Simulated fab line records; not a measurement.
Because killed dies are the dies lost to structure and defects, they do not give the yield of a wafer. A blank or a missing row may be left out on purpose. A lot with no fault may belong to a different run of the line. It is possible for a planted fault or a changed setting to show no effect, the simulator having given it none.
Which tool is to blame? ; flow gf180mcu ; 39 wafers from 13 lots sampled at 2 of the route's 602 steps

## WHAT EACH GAUGE READ, for each wafer
GF_V3_BOW_MEAS_05.
lot;measured;on;V3_BOW (um)
L172;day 21 12:38;film metro-02;111 103 106
L174;day 22 00:56;film metro-02;119 121 125
L176;day 22 20:10;film metro-01;118 111 116
L178;day 23 16:36;film metro-02;126 127 137
L181;day 25 03:30;film metro-02;120 114 109
L187;day 26 18:52;film metro-04;108 105 99
L188;day 27 05:41;film metro-01;121 121 116
L189;day 27 07:10;film metro-02;125 130 130
L190;day 27 12:14;film metro-02;116 127 117
L191;day 27 18:43;film metro-01;122 124 115
L192;day 28 00:13;film metro-01;126 123 115
L194;day 28 13:17;film metro-02;118 106 120
L195;day 28 23:20;film metro-02;123 114 131

GF_V3_THK_MEAS_25: measures by xrf.
lot;measured;on;V3_W_THK (nm)
L172;day 22 13:49;film metro-04;361 362 366
L174;day 23 01:43;film metro-04;360 357 360
L176;day 23 19:42;film metro-01;368 363 372
L178;day 24 15:52;film metro-04;373 360 372
L181;day 26 01:40;film metro-01;354 354 356
L187;day 27 16:17;film metro-04;363 357 364
L188;day 28 03:14;film metro-02;357 358 356
L189;day 28 04:32;film metro-02;359 360 365
L190;day 28 09:06;film metro-04;383 362 380
L191;day 28 15:46;film metro-02;353 365 363
L192;day 28 21:01;film metro-01;352 372 373
L194;day 29 08:58;film metro-02;354 367 356
L195;day 29 19:44;film metro-02;366 349 353

## WHAT TOOL EACH LOT RAN ON (gives the tool, then ch and the chambers of the sampled wafers, and finally the start)
There is no process step in the record ahead of these readings.

## WHAT THE TOOLS THEMSELVES READ (means of the sampled wafers that have a number; where no wafer has one, the mark that the record gives instead)
The record holds no such reading with a usual standard deviation.

## THE ANSWER, worked out from the rows above alone
Rule: usual is defined by the lots themselves. Put in order of their means at a reading, lots are off if they are a third of the lots or fewer, leave a main group of 4 or more, and stand apart from it by a gap of 3 or more times the standard deviation of the main group's means; of several such gaps the widest counts. A main group whose means are all the same, to the digits that the tables above print for the reading, isn't used. Also off: a lot with no number at a reading for which 4 or more lots have one. The other lots that the step has rows for count as sound. First the gauges in route order, then the tools' own readings, where a lot's mean is used as printed above. The first step at which some lot is off is used, and at that step the reading that is off furthest; a lot without a number counts as furthest.
No lot is off on any of the readings shown, so nothing can be concluded from this.

## WHAT THE SIMULATOR HAD INSERTED
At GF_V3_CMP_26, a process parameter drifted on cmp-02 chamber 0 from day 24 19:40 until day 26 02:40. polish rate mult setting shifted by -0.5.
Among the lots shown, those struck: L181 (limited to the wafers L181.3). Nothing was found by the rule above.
